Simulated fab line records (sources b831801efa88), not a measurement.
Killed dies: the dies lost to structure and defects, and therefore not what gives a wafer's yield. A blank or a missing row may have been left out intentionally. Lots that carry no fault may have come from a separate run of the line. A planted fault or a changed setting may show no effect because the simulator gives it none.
fab line records | flow gf180mcu | part 2 of 2: steps 27 to 37 of 37
[record] lots = 5 wafers = 15 lastDay = 33
route steps=602 shown SAB@273 SALICIDE@278 CONTACT@287
lots that met no fault: from a run of the same line without faults
startH: hours from the record's first day to the start of the lot's first wafer shown | waitH: hours from the lot's prior step to this one | " same as the row above | L1.1+2: a row that stands for several wafers | - either no value or no given start | * or withheld: withheld | < > ~ a bound
route shown NAME@n: names a module that has steps shown in the file, with the first one's number in the route | usual: the fault-free wafers' mean and standard deviation | same: alike in all rows | chamber/n: place in a boat | sites: per-site readings | _std_site: standard deviation of those values | _edge_site: outer sites' mean less inner sites' | radiusMm: how far each site lies from the wafer's centre | mask NAME#n: copy n | behind: the tool/chamber that last shaped the wafer | hold: why the lot was held/for how many hours/how that ended | device: which transistor (n, p or np) failed to switch | end of line: at the end of the route, the tests of the same wafers | step lacking rows: just its recipe | killed: not the wafer's yield, but the dies lost to structure and defects at the first sort | map: per-die view of a wafer (x killed, . not killed, _ where there is no die)
set.NAME: setting as actually run; set.NAME@STEP: the setting as run at that earlier step | model.NAME: the simulator's own value behind a step, which no gauge read
lots seen at some steps along the route; tables by step, rows by wafer
services: from which hour (startH, from the record's first day; less than 0 if before it) a tool's chamber was out of use, for how many hours, and why
[[steps]]
[step GF_CONTACT_PEB_12]
[recipe] pebTempC = 135 pebTimeS = 90 resist = KrF
[usual] exhaustPa = 44.9/0.92
// columns lot.wafer tool chamber startH waitH exhaustPa
L076.1 lithoTrack-04 0 - - 42.9
L076.2 " 0 " " 43.8
L076.6 " 0 " " 45.1
L082.1 lithoTrack-04 0 - - 44.3
L082.4 " 0 " " 45.3
L082.6 " 0 " " 45.7
L091.3 lithoTrack-01 0 - - 44.4
L091.4 " 0 " " 44.7
L091.5 " 0 " " 44.8
L092.1 lithoTrack-01 0 - - 46.3
L092.3 " 0 " " 46.0
L092.6 " 0 " " 46.4
L094.3 lithoTrack-04 0 - - 44.9
L094.4 " 0 " " 44.8
L094.5 " 0 " " 43.9
[step GF_CONTACT_DEVELOP_13]
[recipe] developTimeS = 60 resist = KrF devTempC = 21
[usual] exhaustPa = 45.3/0.89
// columns lot.wafer tool chamber startH waitH exhaustPa
L076.1 lithoTrack-04 0 388.89 0.2 45.7
L076.2 " 0 " " 45.9
L076.6 " 0 " " 47.2
L082.1 lithoTrack-04 0 433.74 0.2 46.3
L082.4 " 0 " " 46.1
L082.6 " 0 " " 46.7
L091.3 lithoTrack-01 0 511.20 0.1 46.3
L091.4 " 0 " " 45.4
L091.5 " 0 " " 44.5
L092.1 lithoTrack-01 0 517.70 0.2 46.1
L092.3 " 0 " " 45.3
L092.6 " 0 " " 45.6
L094.3 lithoTrack-04 0 537.29 0.1 45.3
L094.4 " 0 " " 44.4
L094.5 " 0 " " 45.8
[step GF_CONTACT_CD_MEAS_14]
[recipe] targetCdNm = 220
[usual] cdNm = 220.2/1.7
// columns lot.wafer tool chamber startH waitH cdNm
L076.1 cdSem-02 - 389.05 0.1 218.6
L076.2 " - " " 221.1
L076.6 " - " " 220.4
L082.1 cdSem-01 - 433.89 0.1 219.5
L082.4 " - " " 218.7
L082.6 " - " " 217.7
L091.3 cdSem-02 - 511.34 0.1 219.6
L091.4 " - " " 217.4
L091.5 " - " " 219.7
L092.1 cdSem-01 - 517.85 0.1 220.4
L092.3 " - " " 219.7
L092.6 " - " " 219.8
L094.3 cdSem-01 - 537.43 0.1 221.7
L094.4 " - " " 222.6
L094.5 " - " " 224.4
[step GF_CONTACT_OVL_MEAS_15]
[usual] CONTACT_OVL = 4/6
// columns lot.wafer tool chamber startH waitH CONTACT_OVL[nm]
L076.1 overlay-01 - 389.17 0.1 -5
L076.2 " - " " -6
L076.6 " - " " 2
L082.1 overlay-02 - 434.01 0.1 -2
L082.4 " - " " 8
L082.6 " - " " 1
L091.3 overlay-01 - 511.44 0.1 10
L091.4 " - " " 4
L091.5 " - " " 2
L092.1 overlay-01 - 517.97 0.1 11
L092.3 " - " " 18
L092.6 " - " " 10
L094.3 overlay-02 - 537.52 0.1 10
L094.4 " - " " 6
L094.5 " - " " 7
[step GF_CONTACT_ETCH_16]
[recipe] chemistry = N2/H2 targetDepthA = withheld overetchA = withheld timeS = withheld target = BARC ionEnergyEv = 200 sourceW = 500 biasW = 100 pressureMtorr = 30 n2FlowSccm = 100 h2FlowSccm = 200
[usual] drypumpMotorCurrentA = 5.7/0.33 oesProductAu = 0.854/0.0044 throttleValvePct = 13.224/0.01
// columns lot.wafer tool chamber startH waitH drypumpMotorCurrentA oesProductAu throttleValvePct
L076.1 rieDiel-03 0 389.20 0.0 6.2 0.850 13.230
L076.2 " 1 " " 5.8 0.860 13.237
L076.6 " 3 " " 5.8 0.852 13.237
L082.1 rieDiel-03 2 434.05 0.0 5.3 0.855 13.217
L082.4 " 0 " " 6.2 0.856 13.218
L082.6 " 1 " " 5.9 0.854 13.207
L091.3 rieDiel-02 0 511.46 0.0 5.9 0.849 13.231
L091.4 " 3 " " 5.8 0.855 13.213
L091.5 " 0 " " 5.9 0.849 13.208
L092.1 rieDiel-03 1 518.01 0.0 5.8 0.857 13.207
L092.3 " 2 " " 5.3 0.850 13.234
L092.6 " 2 " " 5.4 0.859 13.232
L094.3 rieDiel-01 1 537.55 0.0 5.4 0.849 13.220
L094.4 " 3 " " 6.0 0.854 13.240
L094.5 " 2 " " 5.7 0.849 13.237
[step GF_CONTACT_ETCH_17]
[recipe] chemistry = C4F8/O2/Ar maskMaterial = KrF target = SiO2 stopOn = CoSi2 sourceW = 1500 biasW = 1200 pressureMtorr = 40 c4f8FlowSccm = withheld O2_flow_sccm = 6 Ar_flow_sccm = 300 timeS = withheld targetDepthA = 8600
[usual] oesProductAu = 0.816/0.0051
// columns lot.wafer tool chamber startH waitH oesProductAu
L076.1 rieDiel-03 0 - - 0.820
L076.2 " 1 " " 0.813
L076.6 " 3 " " 0.812
L082.1 rieDiel-03 2 - - 0.824
L082.4 " 0 " " 0.817
L082.6 " 1 " " 0.815
L091.3 rieDiel-02 0 - - 0.813
L091.4 " 3 " " 0.809
L091.5 " 0 " " 0.816
L092.1 rieDiel-03 1 - - 0.819
L092.3 " 2 " " 0.821
L092.6 " 2 " " 0.814
L094.3 rieDiel-01 1 - - 0.809
L094.4 " 3 " " 0.815
L094.5 " 2 " " 0.823
[step GF_CONTACT_STRIP_18]
[recipe] chemistry = O2/N2 powerW = 1400 pressureMtorr = 1500 platenTempC = 250 o2FlowSccm = 3000 n2FlowSccm = 300 overashFraction = 0.5
[usual] drypumpMotorCurrentA = 5.8/0.47 heaterPowerW = 333/31 oesProductAu = 0.581/0.0051
// columns lot.wafer tool chamber startH waitH drypumpMotorCurrentA heaterPowerW oesProductAu rfHoursCounterH
L076.1 plasmaAsher-02 1 389.37 - 5.9 337 0.579 77
L076.2 " 0 " " 6.1 341 0.580 77
L076.6 " 1 " " 5.9 327 0.583 -
L082.1 plasmaAsher-03 0 434.21 - 5.4 352 0.589 34
L082.4 " 0 " " 5.4 354 0.576 -
L082.6 " 1 " " 5.7 339 0.585 -
L091.3 plasmaAsher-01 0 511.66 - 5.1 292 0.573 -
L091.4 " 1 " " 6.4 383 0.583 -
L091.5 " 1 " " 6.4 379 0.579 -
L092.1 plasmaAsher-03 0 518.17 - 5.4 342 0.578 44
L092.3 " 1 " " 5.7 331 0.574 -
L092.6 " 0 " " 5.4 354 0.582 -
L094.3 plasmaAsher-01 1 537.74 - 6.4 380 0.590 -
L094.4 " 0 " " 5.1 287 0.577 -
L094.5 " 0 " " 5.1 284 0.589 -
[step GF_CONTACT_CLEAN_19]
[recipe] chemistry = SPM
// columns lot.wafer tool chamber startH waitH
L076.1+2+6 wetBench-02 1 389.47 0.1
L082.1+4+6 wetBench-03 0 434.31 0.1
L091.3+4+5 wetBench-04 2 511.72 0.0
L092.1+3+6 wetBench-03 3 518.27 0.1
L094.3+4+5 wetBench-02 0 537.81 0.0
[step GF_CONTACT_CLEAN_20]
[recipe] chemistry = DIW
// columns lot.wafer tool chamber startH waitH
L076.1+2+6 wetBench-03 1 389.56 0.0
L082.1+4+6 wetBench-04 2 434.41 0.0
L091.3+4+5 wetBench-03 1 511.82 0.0
L092.1+3+6 wetBench-02 0 518.37 0.0
L094.3+4+5 wetBench-03 2 537.91 0.0
[step GF_CONTACT_CLEAN_21]
[recipe] chemistry = dHF timeS = 20 dilution = 100:1 dry = ipaMarangoni
// columns lot.wafer tool chamber startH waitH
L076.1+2+6 wetBench-02 0 389.65 0.0
L082.1+4+6 wetBench-02 0 434.52 0.0
L091.3+4+5 wetBench-04 1 511.92 0.0
L092.1+3+6 wetBench-03 3 518.47 0.0
L094.3+4+5 wetBench-04 1 538.00 0.0
[step GF_CONTACT_SPUTTER_22]
[recipe] material = Ti targetThkNm = 15 chamberPressurePa = 5 powerW = 2500 substrateTempC = 200 timeS = 80.02
[usual] throttleValvePct = 29.8/0.98
// columns lot.wafer tool chamber startH waitH throttleValvePct
L076.1 pvdSputter-04 - 389.66 0.0 29.7
L076.2 " - " " 29.0
L076.6 " - " " 29.7
L082.1 pvdSputter-03 - 434.54 0.0 29.4
L082.4 " - " " 30.0
L082.6 " - " " 29.6
L091.3 pvdSputter-04 - 511.93 0.0 29.5
L091.4 " - " " 29.0
L091.5 " - " " 29.0
L092.1 pvdSputter-04 - 518.48 0.0 29.2
L092.3 " - " " 29.8
L092.6 " - " " 29.3
L094.3 pvdSputter-03 - 538.02 0.0 30.4
L094.4 " - " " 29.7
L094.5 " - " " 30.0
[[services]]
// columns tool chamber startH hours kind
wetBench-03 - 346.69 3.7 repair
krfScanner-02 - 349.86 11.6 pm
cmp-01 - 350.66 1.2 repair
plasmaAsher-01 - 367.48 12.4 pm
wetBench-02 - 367.62 4.0 repair
krfScanner-02 - 375.63 0.3 repair
cmp-01 - 383.41 6.5 pm
plasmaAsher-01 - 385.65 2.8 pm
rieDiel-03 2 385.82 12.9 repair
rieDiel-01 2 396.88 6.7 repair
rieDiel-01 1 396.99 7.8 repair
wetBench-01 - 408.98 85.2 repair
rieDiel-01 2 423.60 10.3 repair
krfScanner-02 - 439.43 1.0 pm
rieDiel-01 - 454.09 1.3 repair
krfScanner-02 - 456.85 1.3 pm
wetBench-02 - 460.72 1.9 pm
krfScanner-02 - 460.89 0.8 pm
rieDiel-01 1 470.25 8.8 repair
rieDiel-01 - 485.48 2.8 pm
plasmaAsher-01 - 488.47 6.6 repair
rieDiel-01 3 510.42 13.3 repair
krfScanner-02 - 531.36 4.0 pm
krfScanner-02 - 535.69 1.0 repair
